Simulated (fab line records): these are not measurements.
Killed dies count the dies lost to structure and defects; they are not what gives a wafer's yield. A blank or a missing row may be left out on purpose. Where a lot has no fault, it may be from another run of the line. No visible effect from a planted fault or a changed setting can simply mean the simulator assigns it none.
fab line records + flow sky130
record:
- lots: 6
- wafers: 18
- lastDay: 51
route steps=708 shown VT_ADJUST_LVTN@104 VT_ADJUST_NCORE@119 PAD_OPEN@708
lots untouched by any fault: they come from a run of this same line in which no faults occurred
startH: the number of hours between the record's first day and the start of the first shown wafer of the lot + waitH: how many hours have passed since the lot's step before this one + " identical to the entry in the row above + L1.1+2: several wafers, shown together as one row + - no value, or no start was given + * or withheld: withheld + < > ~ a bound
route shown NAME@n: NAME is a module with steps in the file, n the number in the route of the first one + usual: mean and standard deviation over wafers with no fault + same: alike in all rows + chamber/n: place in a boat + sites: the reading at each site + _std_site: standard deviation of those values + _edge_site: mean of outer sites minus mean of inner sites + radiusMm: for every site, how far away it sits from the centre of the wafer + mask NAME#n: copy n + behind: the tool/chamber that last shaped the wafer + hold: what put the lot on hold/how long, in hours/how the hold closed + device: whichever transistor did not switch (one of n, p or np) + end of line: at the end of the route, the tests of the same wafers + a step given without rows: its recipe and nothing more + killed: dies that structure and defects cost at the first sort, which is not the same as the wafer's yield + map: a wafer's dies, marking killed ones x, the rest . and places with no die _
set.NAME: setting as actually run; set.NAME@STEP: the setting as run at that earlier step + model.NAME: the simulator's own value behind a step, which no gauge read
certain route steps with their lots: each step a table, each wafer a row
services: when a tool's chamber went out of use (startH, in hours from the record's first day, below 0 if earlier), for how many hours, and the reason
== steps ==
step: SKY_VT_ADJUST_LVTN_OVL_MEAS_07
usual:
- VT_ADJUST_LVTN_OVL: 0.2/1.2
| lot.wafer | tool       | chamber | startH | waitH | VT_ADJUST_LVTN_OVL[nm] |
|-----------|------------|---------|--------|-------|------------------------|
| L402.2    | overlay-01 | -       | 169.00 | -     | -0.4                   |
| L402.3    | "          | -       | "      | "     | 0.1                    |
| L402.4    | "          | -       | "      | "     | -0.4                   |
| L405.1    | overlay-02 | -       | 186.73 | -     | 1.1                    |
| L405.3    | "          | -       | "      | "     | -0.1                   |
| L405.4    | "          | -       | "      | "     | 1.5                    |
| L407.2    | overlay-02 | -       | 198.27 | -     | -1.4                   |
| L407.5    | "          | -       | "      | "     | -0.3                   |
| L407.6    | "          | -       | "      | "     | 1.2                    |
| L412.2    | overlay-02 | -       | 230.75 | -     | 2.1                    |
| L412.3    | "          | -       | "      | "     | 2.0                    |
| L412.6    | "          | -       | "      | "     | 1.6                    |
| L413.2    | overlay-01 | -       | 239.12 | -     | 1.3                    |
| L413.3    | "          | -       | "      | "     | 1.1                    |
| L413.5    | "          | -       | "      | "     | 0.9                    |
| L422.2    | overlay-02 | -       | 307.35 | -     | -1.3                   |
| L422.3    | "          | -       | "      | "     | -1.2                   |
| L422.5    | "          | -       | "      | "     | 1.7                    |
step: SKY_VT_ADJUST_LVTN_IMPLANT_08
recipe:
- species: B
- energyKev: 30
- doseCm2: 1.57e+12
- tiltDeg: withheld
step: SKY_VT_ADJUST_LVTN_STRIP_09
recipe:
- chemistry: O2/N2
- powerW: 1400
- pressureMtorr: 1500
- platenTempC: withheld
- o2FlowSccm: 3000
- n2FlowSccm: 300
- overashFraction: 0.5
usual:
- drypumpMotorCurrentA: 5.9/0.45
- oesProductAu: 0.722/0.0041
- stripTimeToEndpointS: 36.93/0.1
| lot.wafer | tool           | chamber | startH | waitH | drypumpMotorCurrentA | oesProductAu | rfHoursCounterH | stripTimeToEndpointS |
|-----------|----------------|---------|--------|-------|----------------------|--------------|-----------------|----------------------|
| L402.2    | plasmaAsher-03 | 1       | 169.18 | 0.1   | 6.4                  | 0.716        | 36              | 36.95                |
| L402.3    | "              | 1       | "      | "     | 6.4                  | 0.724        | -               | 36.95                |
| L402.4    | "              | 0       | "      | "     | 5.4                  | 0.721        | -               | 36.89                |
| L405.1    | plasmaAsher-03 | 0       | 186.91 | 0.1   | 5.3                  | 0.722        | 37              | 36.86                |
| L405.3    | "              | 1       | "      | "     | 6.4                  | 0.727        | -               | 36.97                |
| L405.4    | "              | 0       | "      | "     | 5.3                  | 0.724        | -               | 36.94                |
| L407.2    | plasmaAsher-01 | 0       | 198.45 | 0.1   | 6.4                  | 0.727        | 8               | 37.04                |
| L407.5    | "              | 1       | "      | "     | 6.4                  | 0.730        | -               | 37.02                |
| L407.6    | "              | 0       | "      | "     | 6.4                  | 0.715        | -               | 36.86                |
| L412.2    | plasmaAsher-04 | 1       | 230.93 | 0.1   | 5.6                  | 0.728        | 54              | 36.97                |
| L412.3    | "              | 1       | "      | "     | 5.6                  | 0.718        | -               | 36.94                |
| L412.6    | "              | 1       | "      | "     | 5.6                  | 0.721        | -               | 36.91                |
| L413.2    | plasmaAsher-04 | 0       | 239.30 | 0.1   | 5.5                  | 0.715        | 55              | 36.78                |
| L413.3    | "              | 1       | "      | "     | 5.7                  | 0.717        | -               | 36.90                |
| L413.5    | "              | 1       | "      | "     | 5.6                  | 0.723        | -               | 37.00                |
| L422.2    | plasmaAsher-03 | 1       | 307.53 | 0.1   | 6.4                  | 0.724        | 48              | 36.88                |
| L422.3    | "              | 1       | "      | "     | 6.4                  | 0.724        | -               | 36.82                |
| L422.5    | "              | 0       | "      | "     | 5.3                  | 0.718        | -               | 36.83                |
step: SKY_VT_ADJUST_LVTN_TW_MEAS_10
usual:
- VT_ADJUST_LVTN_TW: 241/3.1
| lot.wafer | tool         | chamber | startH | waitH | VT_ADJUST_LVTN_TW |
|-----------|--------------|---------|--------|-------|-------------------|
| L402.2    | filmMetro-02 | -       | 169.29 | 0.1   | 243               |
| L402.3    | "            | -       | "      | "     | 242               |
| L402.4    | "            | -       | "      | "     | 242               |
| L405.1    | filmMetro-02 | -       | 187.01 | 0.1   | 244               |
| L405.3    | "            | -       | "      | "     | 244               |
| L405.4    | "            | -       | "      | "     | 244               |
| L407.2    | filmMetro-02 | -       | 198.56 | 0.1   | 242               |
| L407.5    | "            | -       | "      | "     | 244               |
| L407.6    | "            | -       | "      | "     | 243               |
| L412.2    | filmMetro-01 | -       | 231.04 | 0.1   | 236               |
| L412.3    | "            | -       | "      | "     | 238               |
| L412.6    | "            | -       | "      | "     | 237               |
| L413.2    | filmMetro-01 | -       | 239.41 | 0.1   | 240               |
| L413.3    | "            | -       | "      | "     | 238               |
| L413.5    | "            | -       | "      | "     | 237               |
| L422.2    | filmMetro-02 | -       | 307.64 | 0.1   | 243               |
| L422.3    | "            | -       | "      | "     | 244               |
| L422.5    | "            | -       | "      | "     | 242               |
step: SKY_VT_ADJUST_LVTN_DEHYDRATE_11
recipe:
- tempC: 200
- timeS: 60
step: SKY_VT_ADJUST_LVTN_HMDS_12
recipe:
- primeTimeS: 60
- primeTempC: 120
step: SKY_VT_ADJUST_LVTN_COAT_13
recipe:
- resist: NOVOLAK
- spinRpm: 3000
- resistThkNm: 1140
step: SKY_VT_ADJUST_LVTN_SOFTBAKE_14
recipe:
- tempC: 90
- timeS: 60
- resist: NOVOLAK
step: SKY_VT_ADJUST_LVTN_EXPOSE_15
recipe:
- maskId: HVN_STD_DERIVED
- na: 0.6
- sourceShape: conventional
- sigmaOuter: 0.6
- polarization: unpolarized
- targetCdNm: 600
- doseMj: 163
step: SKY_VT_ADJUST_LVTN_PEB_16
recipe:
- tempC: withheld
- timeS: *
- resist: NOVOLAK
step: SKY_VT_ADJUST_LVTN_DEVELOP_17
recipe:
- resist: NOVOLAK
- developer: TMAH
- developTimeS: 60
- devTempC: 23
step: SKY_VT_ADJUST_LVTN_OVL_MEAS_18
usual:
- VT_ADJUST_LVTN_01_OVL: -1.2/1.4
| lot.wafer | tool       | chamber | startH | waitH | VT_ADJUST_LVTN_01_OVL[nm] |
|-----------|------------|---------|--------|-------|---------------------------|
| L402.2    | overlay-02 | -       | 189.62 | 0.1   | -1.1                      |
| L402.3    | "          | -       | "      | "     | -1.2                      |
| L402.4    | "          | -       | "      | "     | 0.2                       |
| L405.1    | overlay-02 | -       | 208.78 | 0.1   | -2.4                      |
| L405.3    | "          | -       | "      | "     | -1.4                      |
| L405.4    | "          | -       | "      | "     | -0.4                      |
| L407.2    | overlay-02 | -       | 220.48 | 0.1   | 0.0                       |
| L407.5    | "          | -       | "      | "     | -0.1                      |
| L407.6    | "          | -       | "      | "     | 2.3                       |
| L412.2    | overlay-02 | -       | 254.32 | 0.1   | -1.1                      |
| L412.3    | "          | -       | "      | "     | -0.5                      |
| L412.6    | "          | -       | "      | "     | -1.2                      |
| L413.2    | overlay-02 | -       | 263.57 | 0.1   | -0.2                      |
| L413.3    | "          | -       | "      | "     | 1.0                       |
| L413.5    | "          | -       | "      | "     | -1.4                      |
| L422.2    | overlay-02 | -       | 333.37 | 0.1   | -5.7                      |
| L422.3    | "          | -       | "      | "     | -3.4                      |
| L422.5    | "          | -       | "      | "     | -3.5                      |
step: SKY_VT_ADJUST_LVTN_IMPLANT_19
recipe:
- species: B
- energyKev: 30
- doseCm2: 6.5e+11
- tiltDeg: withheld
| lot.wafer  | tool         | chamber | startH | waitH |
|------------|--------------|---------|--------|-------|
| L402.2+3+4 | implanter-01 | 0       | 189.68 | 0.0   |
| L405.1+3+4 | implanter-03 | 0       | 208.81 | 0.0   |
| L407.2+5+6 | implanter-01 | 0       | 220.54 | 0.0   |
| L412.2+3+6 | implanter-03 | 0       | 254.38 | 0.0   |
| L412.2+3+6 | implanter-03 | 0       | 255.52 | 1.1   |
| L413.2+3+5 | implanter-02 | 0       | 263.63 | 0.0   |
| L413.2+3+5 | implanter-02 | 0       | 264.11 | 0.5   |
| L422.2+3+5 | implanter-02 | 0       | 333.43 | 0.0   |
step: SKY_VT_ADJUST_LVTN_STRIP_20
recipe:
- chemistry: O2/N2
- powerW: 1400
- pressureMtorr: 1500
- platenTempC: withheld
- o2FlowSccm: 3000
- n2FlowSccm: 300
- overashFraction: 0.5
usual:
- drypumpMotorCurrentA: 5.9/0.44
- oesProductAu: 0.716/0.0048
- stripTimeToEndpointS: 14.18/0.037
| lot.wafer | tool           | chamber | startH | waitH | drypumpMotorCurrentA | oesProductAu | rfHoursCounterH | stripTimeToEndpointS |
|-----------|----------------|---------|--------|-------|----------------------|--------------|-----------------|----------------------|
| L402.2    | plasmaAsher-03 | 0       | 189.80 | 0.1   | 5.3                  | 0.715        | 38              | 14.18                |
| L402.3    | "              | 1       | "      | "     | 6.4                  | 0.706        | -               | 14.21                |
| L402.4    | "              | 0       | "      | "     | 5.3                  | 0.719        | -               | 14.18                |
| L405.1    | plasmaAsher-01 | 1       | 208.96 | 0.1   | 6.5                  | 0.714        | 9               | 14.19                |
| L405.3    | "              | 1       | "      | "     | 6.5                  | 0.711        | -               | 14.19                |
| L405.4    | "              | 0       | "      | "     | 6.4                  | 0.715        | -               | 14.22                |
| L407.2    | plasmaAsher-01 | 0       | 220.66 | 0.1   | 6.4                  | 0.713        | 10              | 14.15                |
| L407.5    | "              | 1       | "      | "     | 6.5                  | 0.713        | -               | 14.18                |
| L407.6    | "              | 0       | "      | "     | 6.4                  | 0.719        | -               | 14.17                |
| L412.2    | plasmaAsher-04 | 0       | 255.78 | 0.2   | 5.5                  | 0.721        | 56              | 14.14                |
| L412.3    | "              | 0       | "      | "     | 5.6                  | 0.707        | -               | 14.13                |
| L412.6    | "              | 0       | "      | "     | 5.5                  | 0.710        | -               | 14.14                |
| L413.2    | plasmaAsher-01 | 1       | 264.31 | 0.2   | 6.4                  | 0.716        | 14              | 14.23                |
| L413.3    | "              | 1       | "      | "     | 6.4                  | 0.717        | -               | 14.22                |
| L413.5    | "              | 1       | "      | "     | 6.5                  | 0.714        | -               | 14.24                |
| L422.2    | plasmaAsher-04 | 0       | 333.55 | 0.1   | 5.5                  | 0.713        | 64              | 14.19                |
| L422.3    | "              | 0       | "      | "     | 5.6                  | 0.713        | -               | 14.17                |
| L422.5    | "              | 1       | "      | "     | 5.7                  | 0.718        | -               | 14.18                |
step: SKY_VT_ADJUST_LVTN_TW_MEAS_21
usual:
- VT_ADJUST_LVTN_2_TW: 187.7/2.3
| lot.wafer | tool         | chamber | startH | waitH | VT_ADJUST_LVTN_2_TW |
|-----------|--------------|---------|--------|-------|---------------------|
| L402.2    | filmMetro-04 | -       | 189.91 | 0.1   | 188.8               |
| L402.3    | "            | -       | "      | "     | 188.2               |
| L402.4    | "            | -       | "      | "     | 188.5               |
| L405.1    | filmMetro-02 | -       | 209.06 | 0.1   | 189.1               |
| L405.3    | "            | -       | "      | "     | 191.4               |
| L405.4    | "            | -       | "      | "     | 188.9               |
| L407.2    | filmMetro-01 | -       | 220.77 | 0.1   | 185.8               |
| L407.5    | "            | -       | "      | "     | 186.0               |
| L407.6    | "            | -       | "      | "     | 185.8               |
| L412.2    | filmMetro-04 | -       | 255.89 | 0.1   | 230.9               |
| L412.3    | "            | -       | "      | "     | 230.6               |
| L412.6    | "            | -       | "      | "     | 230.9               |
| L413.2    | filmMetro-02 | -       | 264.42 | 0.1   | 230.7               |
| L413.3    | "            | -       | "      | "     | 231.0               |
| L413.5    | "            | -       | "      | "     | 230.1               |
| L422.2    | filmMetro-04 | -       | 333.66 | 0.1   | 190.4               |
| L422.3    | "            | -       | "      | "     | 189.9               |
| L422.5    | "            | -       | "      | "     | 189.5               |
step: SKY_VT_ADJUST_NCORE_DEHYDRATE_00
recipe:
- tempC: 200
- timeS: 60
step: SKY_PAD_OPEN_PROBE_99
usual:
- killed_at_M0_to_M3: 43/6.6
- killed_at_M4_up: 3.1/1.9
- killedAtContacts: 24/5.2
- killedAtFrontEnd: 16/4.5
- killedAtOther: 0.4/0.62
- killedDies: 87/9
- killedOpen: 48/7
- killedShort: 39/6.2
same:
- grossDies: 492
- killedAtBackSide: 0
| lot.wafer | tool      | chamber | startH  | waitH | killed_at_M0_to_M3 | killed_at_M4_up | killedAtContacts | killedAtFrontEnd | killedAtOther | killedDies | killedOpen | killedShort | model.etest.pfet_16v.rOnOhmUm | model.etest.nfet_16v.rOnOhmUm | model.etest.resPwellUnderGate.rsOhmSq | model.etest.tip_n_5v.rsOhmSq | model.etest.nfetG5v0d10v5.rOnOhmUm | model.etest.nfetG5v0d10v5.driveUaUm | model.etest.nfet_16v.driveUaUm | model.etest.pfet_16v.driveUaUm |
|-----------|-----------|---------|---------|-------|--------------------|-----------------|------------------|------------------|---------------|------------|------------|-------------|-------------------------------|-------------------------------|---------------------------------------|------------------------------|------------------------------------|-------------------------------------|--------------------------------|--------------------------------|
| L402.2    | prober-02 | -       | 1119.50 | 0.1   | 37                 | 2               | 21               | 21               | 0             | 81         | 46         | 35          | 1.545e+04                     | 1.422e+04                     | 2282                                  | 1389                         | 1888                               | 603.1                               | 221.3                          | 241.9                          |
| L402.3    | prober-02 | -       | 1119.55 | 0.2   | 51                 | 2               | 18               | 11               | 0             | 82         | 40         | 42          | 1.534e+04                     | 1.408e+04                     | 2284                                  | 1388                         | 1885                               | 607.5                               | 224.4                          | 237.8                          |
| L402.4    | prober-02 | -       | 1119.60 | 0.2   | 39                 | 5               | 33               | 10               | 0             | 87         | 59         | 28          | 1.528e+04                     | 1.413e+04                     | 2284                                  | 1393                         | 1892                               | 607                                 | 224.8                          | 242.3                          |
| L405.1    | prober-02 | -       | 1132.47 | 0.1   | 59                 | 0               | 20               | 19               | 0             | 98         | 55         | 39          | 1.508e+04                     | 1.394e+04                     | 2299                                  | 1382                         | 1887                               | 611.5                               | 221.5                          | 241.1                          |
| L405.3    | prober-02 | -       | 1132.57 | 0.2   | 40                 | 3               | 28               | 14               | 0             | 85         | 49         | 34          | 1.535e+04                     | 1.408e+04                     | 2280                                  | 1391                         | 1912                               | 605.7                               | 221.3                          | 239.2                          |
| L405.4    | prober-02 | -       | 1132.62 | 0.2   | 34                 | 2               | 25               | 21               | 0             | 82         | 45         | 36          | 1.51e+04                      | 1.403e+04                     | 2282                                  | 1379                         | 1892                               | 611.3                               | 222.2                          | 242.9                          |
| L407.2    | prober-01 | -       | 1143.21 | 0.1   | 47                 | 4               | 23               | 17               | 0             | 91         | 52         | 39          | 1.498e+04                     | 1.391e+04                     | 2283                                  | 1376                         | 1858                               | 614.8                               | 224.5                          | 246.6                          |
| L407.5    | prober-01 | -       | 1143.36 | 0.2   | 45                 | 1               | 26               | 24               | 1             | 97         | 53         | 43          | 1.518e+04                     | 1.397e+04                     | 2284                                  | 1373                         | 1862                               | 608.8                               | 224.8                          | 245.5                          |
| L407.6    | prober-01 | -       | 1143.41 | 0.2   | 37                 | 5               | 26               | 25               | 1             | 94         | 53         | 41          | 1.521e+04                     | 1.414e+04                     | 2267                                  | 1383                         | 1889                               | 598.6                               | 218.7                          | 244                            |
| L412.2    | prober-02 | -       | 1175.43 | 0.1   | 35                 | 1               | 23               | 17               | 0             | 76         | 41         | 32          | 1.47e+04                      | 1.419e+04                     | 2166                                  | 1436                         | 1926                               | 585.4                               | 211.4                          | 257.8                          |
| L412.3    | prober-02 | -       | 1175.48 | 0.2   | 32                 | 9               | 24               | 20               | 0             | 85         | 44         | 41          | 1.483e+04                     | 1.437e+04                     | 2152                                  | 1459                         | 1920                               | 583.7                               | 210.2                          | 255                            |
| L412.6    | prober-02 | -       | 1175.63 | 0.2   | 40                 | 3               | 34               | 10               | 0             | 87         | 50         | 37          | 1.464e+04                     | 1.412e+04                     | 2164                                  | 1437                         | 1900                               | 589.5                               | 214.4                          | 258.8                          |
| L413.2    | prober-01 | -       | 1178.28 | 0.1   | 47                 | 2               | 34               | 15               | 0             | 98         | 46         | 51          | 1.484e+04                     | 1.431e+04                     | 2174                                  | 1451                         | 1929                               | 575.9                               | 208.5                          | 252.8                          |
| L413.3    | prober-01 | -       | 1178.33 | 0.2   | 35                 | 2               | 35               | 18               | 0             | 90         | 50         | 40          | 1.518e+04                     | 1.427e+04                     | 2179                                  | 1459                         | 1922                               | 584.3                               | 209.7                          | 251.7                          |
| L413.5    | prober-01 | -       | 1178.43 | 0.2   | 55                 | 4               | 38               | 18               | 2             | 117        | 65         | 51          | 1.474e+04                     | 1.431e+04                     | 2180                                  | 1454                         | 1904                               | 584.1                               | 210.9                          | 257.1                          |
| L422.2    | prober-01 | -       | 1219.16 | 0.1   | 38                 | 2               | 18               | 18               | 0             | 76         | 44         | 31          | 1.518e+04                     | 1.415e+04                     | 2303                                  | 1360                         | 1872                               | 597.5                               | 218.6                          | 243.1                          |
| L422.3    | prober-01 | -       | 1219.21 | 0.2   | 53                 | 3               | 27               | 18               | 0             | 101        | 52         | 49          | 1.522e+04                     | 1.426e+04                     | 2299                                  | 1364                         | 1912                               | 590.4                               | 217.7                          | 239.2                          |
| L422.5    | prober-01 | -       | 1219.31 | 0.2   | 41                 | 6               | 19               | 18               | 0             | 84         | 37         | 47          | 1.535e+04                     | 1.427e+04                     | 2286                                  | 1354                         | 1907                               | 597.6                               | 215.8                          | 239.7                          |
killed by level:class
L402.2 VIA1:geometricParticle:open=7 CONTACT:geometricParticle:open=7 VIA2:geometricParticle:open=6 VIA3:geometricParticle:open=6 FIELD_ISO:geometricParticle:open=5 LI_CONTACT:geometricParticle:open=5 LOCAL_INTERCONNECT:geometricParticle:short=4 METAL1:geometricParticle:short=4
L402.3 VIA2:geometricParticle:open=9 LI_CONTACT:geometricParticle:open=8 VIA1:geometricParticle:open=6 VIA2:geometricParticle:short=6 VIA1:geometricParticle:short=5 VIA3:geometricParticle:short=5 VIA3:geometricParticle:open=5 METAL2:geometricParticle:short=5
L402.4 CONTACT:geometricParticle:open=13 LI_CONTACT:geometricParticle:open=11 VIA1:geometricParticle:open=10 VIA2:geometricParticle:open=8 VIA3:geometricParticle:open=6 CONTACT:geometricParticle:short=4 METAL1:geometricParticle:short=4 FIELD_ISO:geometricParticle:short=3
L405.1 VIA1:geometricParticle:open=15 METAL1:geometricParticle:short=11 VIA2:geometricParticle:open=10 VIA3:geometricParticle:open=10 CONTACT:geometricParticle:short=7 CONTACT:geometricParticle:open=6 FIELD_ISO:geometricParticle:open=5 POLY_GATE:geometricParticle:short=5
L405.3 VIA3:geometricParticle:open=10 CONTACT:geometricParticle:open=10 LI_CONTACT:geometricParticle:open=9 METAL2:geometricParticle:short=8 VIA1:geometricParticle:open=7 FIELD_ISO:geometricParticle:short=4 METAL1:geometricParticle:short=4 VIA2:geometricParticle:open=4
L405.4 CONTACT:geometricParticle:open=8 VIA3:geometricParticle:open=8 POLY_GATE:geometricParticle:open=5 VIA2:geometricParticle:open=5 LOCAL_INTERCONNECT:geometricParticle:short=5 METAL1:geometricParticle:short=5 FIELD_ISO:geometricParticle:open=4 LI_CONTACT:geometricParticle:open=4
L407.2 VIA1:geometricParticle:open=12 CONTACT:geometricParticle:open=7 VIA2:geometricParticle:open=7 FIELD_ISO:geometricParticle:short=6 FIELD_ISO:geometricParticle:open=5 LI_CONTACT:geometricParticle:open=5 VIA2:geometricParticle:short=5 METAL2:geometricParticle:short=5
L407.5 FIELD_ISO:geometricParticle:open=8 VIA1:geometricParticle:open=8 LI_CONTACT:geometricParticle:open=7 CONTACT:geometricParticle:open=7 VIA2:geometricParticle:open=7 LOCAL_INTERCONNECT:geometricParticle:short=6 CONTACT:geometricParticle:short=6 VIA3:geometricParticle:open=5
L407.6 CONTACT:geometricParticle:open=10 VIA1:geometricParticle:open=9 LI_CONTACT:geometricParticle:open=9 FIELD_ISO:geometricParticle:open=8 POLY_GATE:geometricParticle:short=5 POLY_GATE:geometricParticle:open=5 CONTACT:geometricParticle:short=5 METAL2:geometricParticle:short=5
L412.2 VIA1:geometricParticle:open=9 CONTACT:geometricParticle:open=8 VIA3:geometricParticle:open=7 FIELD_ISO:geometricParticle:short=6 LI_CONTACT:geometricParticle:open=6 FIELD_ISO:geometricParticle:open=5 VIA1:geometricParticle:short=5 VIA2:geometricParticle:open=5
L412.3 LI_CONTACT:geometricParticle:open=8 METAL4:geometricParticle:short=8 VIA2:geometricParticle:open=7 POLY_GATE:geometricParticle:open=6 CONTACT:geometricParticle:open=6 LOCAL_INTERCONNECT:geometricParticle:short=5 METAL1:geometricParticle:short=5 VIA1:geometricParticle:open=4
L412.6 LI_CONTACT:geometricParticle:open=13 VIA1:geometricParticle:open=9 VIA3:geometricParticle:open=7 METAL2:geometricParticle:short=7 CONTACT:geometricParticle:short=6 CONTACT:geometricParticle:open=6 VIA2:geometricParticle:open=5 LI_CONTACT:geometricParticle:short=4
L413.2 CONTACT:geometricParticle:open=13 VIA1:geometricParticle:open=9 METAL1:geometricParticle:short=8 LI_CONTACT:geometricParticle:short=7 LI_CONTACT:geometricParticle:open=7 METAL2:geometricParticle:short=7 VIA2:geometricParticle:open=7 CONTACT:geometricParticle:short=5
L413.3 VIA1:geometricParticle:open=13 CONTACT:geometricParticle:open=10 CONTACT:geometricParticle:short=10 LI_CONTACT:geometricParticle:open=9 VIA3:geometricParticle:open=6 VIA1:geometricParticle:short=5 FIELD_ISO:geometricParticle:open=4 POLY_GATE:geometricParticle:open=4
L413.5 VIA1:geometricParticle:open=17 CONTACT:geometricParticle:open=15 LI_CONTACT:geometricParticle:open=9 METAL2:geometricParticle:short=8 VIA2:geometricParticle:open=7 POLY_GATE:geometricParticle:open=6 CONTACT:geometricParticle:short=6 LOCAL_INTERCONNECT:geometricParticle:short=4
L422.2 VIA1:geometricParticle:open=11 LI_CONTACT:geometricParticle:open=9 VIA2:geometricParticle:open=8 FIELD_ISO:geometricParticle:short=5 POLY_GATE:geometricParticle:short=5 METAL2:geometricParticle:short=4 VIA1:geometricParticle:short=4 LOCAL_INTERCONNECT:geometricParticle:short=3
L422.3 CONTACT:geometricParticle:open=10 METAL2:geometricParticle:short=9 VIA1:geometricParticle:open=8 VIA3:geometricParticle:open=8 VIA3:geometricParticle:short=7 LI_CONTACT:geometricParticle:open=5 METAL1:geometricParticle:short=5 VIA2:geometricParticle:open=5
L422.5 CONTACT:geometricParticle:open=8 VIA2:geometricParticle:open=7 VIA1:geometricParticle:open=6 CONTACT:geometricParticle:short=6 METAL1:geometricParticle:short=6 VIA3:geometricParticle:open=6 POLY_GATE:geometricParticle:short=5 POLY_GATE:geometricParticle:open=5
== services ==
| tool           | chamber | startH | hours | kind   |
|----------------|---------|--------|-------|--------|
| implanter-02   | -       | 176.81 | 3.2   | pm     |
| implanter-03   | -       | 188.28 | 1.8   | repair |
| implanter-03   | -       | 214.06 | 0.8   | repair |
| plasmaAsher-03 | -       | 214.75 | 2.8   | pm     |
| implanter-03   | -       | 262.29 | 4.1   | repair |
| plasmaAsher-03 | -       | 274.05 | 2.7   | repair |
| plasmaAsher-03 | -       | 331.40 | 5.6   | repair |
== key ==
firstSign:
- step: SKY_VT_ADJUST_LVTN_IMPLANT_19
- reading: visit
- direction: added
effect:
- step: SKY_VT_ADJUST_LVTN_TW_MEAS_21
- reading: VT_ADJUST_LVTN_2_TW
- direction: up
- sigmas: 19
- usual: 187.7
- struck: 230.7
modelEffect:
- step: SKY_PAD_OPEN_PROBE_99
- value: etest.pfet_16v.rOnOhmUm
- without: 1.526e+04
- struck: 1.482e+04
metAt SKY_VT_ADJUST_LVTN_IMPLANT_19
struckWafers L412.2,L412.3,L412.6,L413.2,L413.3,L413.5
testerLeftOut L412,L413
fault:
- kind: repeatedStepWhole
- tool: implanter-01,implanter-02,implanter-03
- chamber: -
- onsetH: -
- steps: SKY_VT_ADJUST_LVTN_IMPLANT_19
- times: 1
- scope: struckLotsOnly
testerLeftOut: of these lots the tester's yield and bins aren't shown, on N5 and GAA mostly nor the transistor test; their killed dies are dies lost to structure and defects alone, not to doping, threshold or leakage, so they don't give the yield
